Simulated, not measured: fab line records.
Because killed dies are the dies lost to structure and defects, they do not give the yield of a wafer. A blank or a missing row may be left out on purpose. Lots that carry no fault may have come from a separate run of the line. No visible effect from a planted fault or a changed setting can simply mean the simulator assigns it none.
Split-lot trial -- flow sfq_line -- 10 wafers read from 5 lots, route of 325 steps

THE SPLIT
At SFQ_TRILAYER_I1_VIA_LITHO_COAT_054 (resist thk 62 nm), the setting spin_rpm was moved away from the recipe's 3000 rpm on 3 of the 10 wafers read, by -3.9% to +5.7%. All remaining wafers had this setting at the recipe value.

FROM THE SPLIT TO THE READING: what the file shows between them, 3 steps
- SFQ_TRILAYER_I1_VIA_LITHO_COAT_049: resist thk 650 nm
- SFQ_TRILAYER_I1_VIA_LITHO_SOFTBAKE_053
- SFQ_TRILAYER_I1_VIA_LITHO_DEVELOP_051: time 60 s

THE READING
etch.depth_nm (the simulator's own value, which no gauge read), in nm, at SFQ_TRILAYER_I1_VIA_BARC_OPEN_VIA_ETCH_071 (etches BARC in O2, target depth 125 nm, time 41.7 s). There is no usual value for it anywhere in the file. Here, 7 wafers ran the recipe; their average is 62.02 nm with a standard deviation of 0.17 nm.

wafer,"tool, chamber at the split","spin_rpm as run, rpm",against the recipe,"etch.depth_nm, nm",against lot-mates on the recipe
L074.1,"litho_track-01, 0",3000,recipe,61.95,-
L074.4,"litho_track-01, 0",3000,recipe,61.93,-
L074.5,"litho_track-01, 0",3000,recipe,61.81,-
L076.1,"litho_track-04, 0",3171,+5.7%,60.31,-1.81
L076.2,"litho_track-04, 0",3000,recipe,62.12,-
L076.4,"litho_track-04, 0",3171,+5.7%,60.66,-1.46
L079.3,"litho_track-03, 0",3000,recipe,61.83,-
L080.2,"litho_track-04, 0",3000,recipe,62.27,-
L084.1,"litho_track-03, 0",2884,-3.9%,63.52,+1.31
L084.2,"litho_track-03, 0",3000,recipe,62.21,-

THE FIT
A straight line over all 10 wafers: etch.depth_nm changes by -0.298 nm for each +1% of spin_rpm; r = -0.97; the points scatter about the line by 0.22 nm.
The same after taking each lot's own level away (the mean of its wafers on the recipe; 10 wafers): -0.299 nm for each +1%; r = -0.99; scatter 0.11 nm.
That fit puts the effect of the largest move of spin_rpm on the reading at 1.7 nm.
Across the lots, their own levels run from 61.830 to 62.270 nm, a range of 2.6 times the standard deviation given above.
The two slopes agree, so the slope changes little with the lot-to-lot level.
Check: with one of the wafers moved furthest among these (+5.7%) left out of the fit, the line predicts -1.58 nm for it against its lot-mates. Against them it came out at -1.81 nm.

OTHER SPLITS ON THESE WAFERS
Other splits were also applied to these wafers ahead of the reading. Each is held against what the fit with the lots' levels taken away leaves over:
other split on the same wafers,wafers away from the commonest value,r with etch.depth_nm (lot level and that fit taken away)
SFQ_TRILAYER_L0_DEP_SPUTTER_003 time_s,1,-0.42
SFQ_TRILAYER_L0_BARC_OPEN_METAL_ETCH_010 bias_w,2,-0.15
SFQ_TRILAYER_L0_VIA_ETCH_VIA_ETCH_016 source_w,4,+0.32
SFQ_TRILAYER_M0_LITHO_COAT_026 spin_rpm,2,+0.38
SFQ_TRILAYER_M0_BARC_OPEN_METAL_ETCH_031 bias_w,4,+0.59
SFQ_TRILAYER_I0_CMP_CMP_028 leave_above_ref_nm,3,-0.24
SFQ_TRILAYER_M1_LITHO_COAT_044 resist_thk_nm,1,+0.10
SFQ_TRILAYER_M1_LITHO_PEB_042 peb_temp_c,3,-0.25

THE WHOLE CHAIN: every reading that the file lists as answering this split, in the file's order
step,what it does,reading,change (the file's fit),r (the file's)
SFQ_TRILAYER_I1_VIA_LITHO_COAT_054,resist thk 62 nm,"BARC_of_TRILAYER_I1_VIA_LITHO_COAT_054.thk_nm (the simulator's own value, which no gauge read)",-0.305 nm for each +1% of the setting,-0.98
SFQ_TRILAYER_I1_VIA_BARC_OPEN_VIA_ETCH_071,"etches BARC in O2, target depth 125 nm, time 41.7 s","etch.depth_nm (the simulator's own value, which no gauge read)",-0.301 nm for each +1% of the setting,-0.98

THE FILE'S OWN FIT
etch.depth_nm changes by -0.301 nm for each +1% of spin_rpm, r = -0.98.
